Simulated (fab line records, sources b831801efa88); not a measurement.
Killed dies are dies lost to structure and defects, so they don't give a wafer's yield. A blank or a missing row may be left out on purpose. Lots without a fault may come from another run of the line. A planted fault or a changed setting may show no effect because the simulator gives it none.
Which tool did it? | flow gf180mcu | 7 lots, 21 wafers sampled, at 2 steps of a route of 602

WHAT THE GAUGES READ, wafer by wafer
GF_V5_OVL_MEAS_15.
lot  | measured     | on         | V5_OVL (nm)
L136 | day 28 15:13 | overlay-01 | 11 12 13
L139 | day 29 10:46 | overlay-02 | 4 -2 1
L141 | day 30 00:49 | overlay-02 | 7 -6 4
L144 | day 30 19:56 | overlay-02 | 3 1 5
L149 | day 32 02:34 | overlay-02 | 8 -1 6
L153 | day 33 05:07 | overlay-01 | -9 -11 -4
L155 | day 33 10:25 | overlay-02 | 1 3 11

WHICH TOOL RAN EACH LOT (tool, then ch and the chambers of the sampled wafers, then the start)
lot  | GF_VT_IMPLANT_STRIP_09
L136 | plasma_asher-02 ch 0,1, day 6 14:56
L139 | plasma_asher-01 ch 0,1, day 7 11:11
L141 | plasma_asher-02 ch 0,1, day 8 00:23
L144 | plasma_asher-02 ch 0,1, day 8 17:43
L149 | plasma_asher-02 ch 0,1, day 9 22:20
L153 | plasma_asher-04 ch 0,1, day 11 06:23
L155 | plasma_asher-04 ch 0,1, day 11 14:32
- GF_VT_IMPLANT_STRIP_09: strips in O2/N2.

THE ANSWER, worked out from the rows above alone
Rule: what is usual is taken from the lots themselves. Put in order of their means at a reading, lots are off if they are a third of the lots or fewer, leave a main group of 4 or more, and stand apart from it by a gap of 3 or more times the standard deviation of the main group's means; of several such gaps the widest counts. A main group whose means are all the same, to the digits that the tables above print for the reading, isn't used. A lot without any number at a reading at which 4 lots or more have one is off too. The other lots that the step has rows for count as sound.
No lot is off at any reading shown: from this, nothing can be told.

WHAT THE SIMULATOR HAD PUT IN
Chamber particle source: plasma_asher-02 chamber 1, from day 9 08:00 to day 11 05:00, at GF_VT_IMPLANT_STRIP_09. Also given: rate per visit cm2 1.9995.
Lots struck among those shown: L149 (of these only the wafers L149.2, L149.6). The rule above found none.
